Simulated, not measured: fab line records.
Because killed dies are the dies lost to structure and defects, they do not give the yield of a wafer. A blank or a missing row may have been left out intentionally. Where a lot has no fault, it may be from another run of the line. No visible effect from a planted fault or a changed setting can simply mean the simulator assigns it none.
Commonality check across tools -- flow sky130 -- 12 lots and 36 wafers in the sample

## REASON FOR OPENING
2 of 12 lots carry a flag on the reading VT_ADJUST_LVTN_TW at SKY_VT_ADJUST_LVTN_TW_MEAS_10. Wafers without a fault read 240.1, standard deviation 2.4.
Rule: flag the lot when none of its wafers has a number, or when each of its wafers that has one lies beyond 4 standard deviations from that mean. As for the other lots, they are considered sound.

lot,measured,on,"VT_ADJUST_LVTN_TW, wafer by wafer",flag
L705,day 7 05:04,film-metro-02,238.1 238.7 238.7,
L706,day 7 23:13,film-metro-04,244.5 244.6 243.7,
L707,day 8 00:22,film-metro-04,242.8 241.9 242.9,
L711,day 8 18:04,film-metro-01,239.3 237.8 239.7,
L713,day 9 00:07,film-metro-04,243.4 242.2 242.3,
L714,day 9 13:02,film-metro-04,243.1 241.9 242.8,
L715,day 9 14:58,film-metro-04,241.8 243.0 242.9,
L718,day 10 06:22,film-metro-04,244.2 243.2 242.3,
L719,day 10 22:43,film-metro-02,238.6 238.3 238.1,
L722,day 11 20:05,film-metro-02,29.4 29.5 29.5,FLAGGED
L724,day 12 03:55,film-metro-04,30.1 30.2 30.2,FLAGGED
L726,day 12 15:58,film-metro-01,239.3 238.6 238.6,
The numbers of the flagged lots are 29.8 on average: -210.3 against the usual, or -88 standard deviations.

## LOT BY LOT: THE TOOL USED
The record holds 1 process step before the reading, out of a route of 708 steps. Cell contents, in order: the tool; ch with the chambers the sampled wafers went through; the start.
lot,flag,SKY_VT_ADJUST_LVTN_DEVELOP_06
L705,,"litho-track-04 ch 0, day 7 04:00"
L706,,"litho-track-01 ch 0, day 7 22:00"
L707,,"litho-track-04 ch 0, day 7 23:00"
L711,,"litho-track-03 ch 0, day 8 17:00"
L713,,"litho-track-04 ch 0, day 8 23:00"
L714,,"litho-track-03 ch 0, day 9 12:00"
L715,,"litho-track-01 ch 0, day 9 14:00"
L718,,"litho-track-01 ch 0, day 10 05:00"
L719,,"litho-track-01 ch 0, day 10 22:00"
L722,FLAGGED,"litho-track-01 ch 0, day 11 19:00"
L724,FLAGGED,"litho-track-01 ch 0, day 12 03:00"
L726,,"litho-track-03 ch 0, day 12 15:00"
What is done by these steps:
- SKY_VT_ADJUST_LVTN_DEVELOP_06: develop time 60 s.
- SKY_VT_ADJUST_LVTN_TW_MEAS_10

## FLAGGED OVER TOTAL, TOOL BY TOOL (the gauges that took the reading come last)
step,tool,lots run,flagged,share of the flagged lots,sound lots run after its first flagged lot
SKY_VT_ADJUST_LVTN_DEVELOP_06,litho-track-01,6,2,all,0
SKY_VT_ADJUST_LVTN_DEVELOP_06,litho-track-03,3,0,none,-
SKY_VT_ADJUST_LVTN_DEVELOP_06,litho-track-04,3,0,none,-
SKY_VT_ADJUST_LVTN_TW_MEAS_10,film-metro-01,2,0,none,-
SKY_VT_ADJUST_LVTN_TW_MEAS_10,film-metro-02,3,1,some,0
SKY_VT_ADJUST_LVTN_TW_MEAS_10,film-metro-04,7,1,some,0

## WHAT THE TABLE ALLOWS
In the table, 1 row covers all flagged lots: litho-track-01 at SKY_VT_ADJUST_LVTN_DEVELOP_06.
- litho-track-01 at SKY_VT_ADJUST_LVTN_DEVELOP_06 ran 6 lots, 2 of them flagged. Last sound lot L719 at day 10 22:00, first flagged lot L722 at day 11 19:00; a fault beginning in between fits.
Left over: one tool, litho-track-01 at SKY_VT_ADJUST_LVTN_DEVELOP_06.

## WHAT HAD BEEN PUT IN BY THE SIMULATOR
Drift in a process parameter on litho-track-01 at SKY_VT_ADJUST_LVTN_DEVELOP_06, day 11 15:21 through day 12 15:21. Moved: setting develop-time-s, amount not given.
Struck lots among those shown: L722, L724. Same finding as the rule above.
